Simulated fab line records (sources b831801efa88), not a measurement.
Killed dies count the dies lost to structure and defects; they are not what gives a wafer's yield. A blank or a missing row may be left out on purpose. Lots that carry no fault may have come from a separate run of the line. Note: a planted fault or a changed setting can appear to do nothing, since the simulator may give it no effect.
Commonality check across tools	flow sky130	Lots sampled 12, wafers sampled 45

== WHY IT WAS OPENED ==
At SKY_LDD_HVN_TW_MEAS_10 the reading LDD_HVN_TW is flagged on 3 of 12 lots. Wafers without a fault read 1439, standard deviation 14.
Rule: a lot gets a flag if all its wafers with a number sit over 4 standard deviations from that mean, or if no wafer of it has a number. The other lots count as sound.

lot	measured	on	LDD_HVN_TW, wafer by wafer	flag
L272	day 20 09:17	film_metro-04	1449 1457 1439	
L273	day 20 22:19	film_metro-02	1428 1438 1432	
L274	day 21 06:37	film_metro-04	1447 1445 1445	
L275	day 21 14:40	film_metro-04	1453 1454 1452	
L278	day 23 03:25	film_metro-02	1433 1436 1437	
L284	day 26 04:17	film_metro-04	3021 3011 3016 3020 3033 3019	FLAGGED
L286	day 26 10:22	film_metro-04	3040 3011 3014 3029 3014 3029	FLAGGED
L287	day 26 21:13	film_metro-01	2949 2946 2938 2956 2946 2947	FLAGGED
L289	day 27 02:17	film_metro-04	1460 1467 1456	
L291	day 27 14:16	film_metro-01	1413 1423 1416	
L292	day 27 16:07	film_metro-01	1427 1415 1414	
L293	day 28 05:07	film_metro-04	1438 1456 1452	
Averaged over the flagged lots the numbers come to 2997, +1558 from the usual (+99 or more standard deviations).

== LOT BY LOT: THE TOOL USED ==
2 process steps preceding the reading are held in the record, out of 708 steps in the route. Read each cell as the tool, then ch plus the chambers that the sampled wafers visited, then the start.
lot	flag	SKY_RES_PROTECT_STRIP_07	SKY_LDD_HVN_IMPLANT_08
L272		plasma_asher-04 ch 1, day 15 04:33	implanter-01 ch 0, day 20 09:03
L273		plasma_asher-02 ch 0,1, day 15 15:39	implanter-01 ch 0, day 20 22:04
L274		plasma_asher-02 ch 0,1, day 16 00:03	implanter-01 ch 0, day 21 06:22
L275		plasma_asher-03 ch 0,1, day 16 07:35	implanter-03 ch 0, day 21 14:25
L278		plasma_asher-02 ch 0,1, day 17 17:44	implanter-03 ch 0, day 23 03:11
L284	FLAGGED	plasma_asher-03 ch 0,1, day 21 00:01	implanter-03 ch 0, day 26 04:04
L286	FLAGGED	plasma_asher-04 ch 0,1, day 21 05:21	implanter-03 ch 0, day 26 10:07
L287	FLAGGED	plasma_asher-02 ch 0,1, day 21 14:56	implanter-03 ch 0, day 26 20:58
L289		plasma_asher-04 ch 0,1, day 21 21:38	implanter-01 ch 0, day 27 02:02
L291		plasma_asher-02 ch 0,1, day 22 10:58	implanter-02 ch 0, day 27 14:04
L292		plasma_asher-02 ch 0,1, day 22 13:39	implanter-02 ch 0, day 27 15:53
L293		plasma_asher-04 ch 0,1, day 23 02:23	implanter-02 ch 0, day 28 04:52
What is done by these steps:
- SKY_RES_PROTECT_STRIP_07: strips in O2/N2.
- SKY_LDD_HVN_IMPLANT_08
- SKY_LDD_HVN_TW_MEAS_10

== FLAGGED OVER TOTAL, TOOL BY TOOL (the gauges that took the reading come last) ==
step	tool	lots run	flagged	share of the flagged lots	sound lots run after its first flagged lot
SKY_RES_PROTECT_STRIP_07	plasma_asher-02	6	1	some	2 (L291,L292)
SKY_RES_PROTECT_STRIP_07	plasma_asher-03	2	1	some	0
SKY_RES_PROTECT_STRIP_07	plasma_asher-04	4	1	some	2 (L289,L293)
SKY_LDD_HVN_IMPLANT_08	implanter-01	4	0	none	-
SKY_LDD_HVN_IMPLANT_08	implanter-02	3	0	none	-
SKY_LDD_HVN_IMPLANT_08	implanter-03	5	3	all	0
SKY_LDD_HVN_TW_MEAS_10	film_metro-01	3	1	some	2 (L291,L292)
SKY_LDD_HVN_TW_MEAS_10	film_metro-02	2	0	none	-
SKY_LDD_HVN_TW_MEAS_10	film_metro-04	7	2	some	2 (L289,L293)

== WHAT THE TABLE ALLOWS ==
Rows of the table that ran each flagged lot: 1, that is implanter-03 at SKY_LDD_HVN_IMPLANT_08.
- implanter-03 at SKY_LDD_HVN_IMPLANT_08: 3 of its 5 lots flagged. A fault beginning between L278 (day 23 03:11), its last sound lot, and L284 (day 26 04:04), its first flagged one, fits the data. Its own readings (beam_on_s, dose_ions_cm2, faraday_current_uA) fall more than 4 standard deviations out on all wafers of the flagged lots.
One tool is left: implanter-03 at SKY_LDD_HVN_IMPLANT_08.

== WHAT THE SIMULATOR HAD INSERTED ==
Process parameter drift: implanter-03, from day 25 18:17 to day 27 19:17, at SKY_LDD_HVN_IMPLANT_08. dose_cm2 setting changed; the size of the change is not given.
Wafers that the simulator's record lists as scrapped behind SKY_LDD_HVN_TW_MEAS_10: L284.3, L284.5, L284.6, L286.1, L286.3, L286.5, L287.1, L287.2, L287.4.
Shown lots that were struck: L284, L286, L287. The rule above found the same.
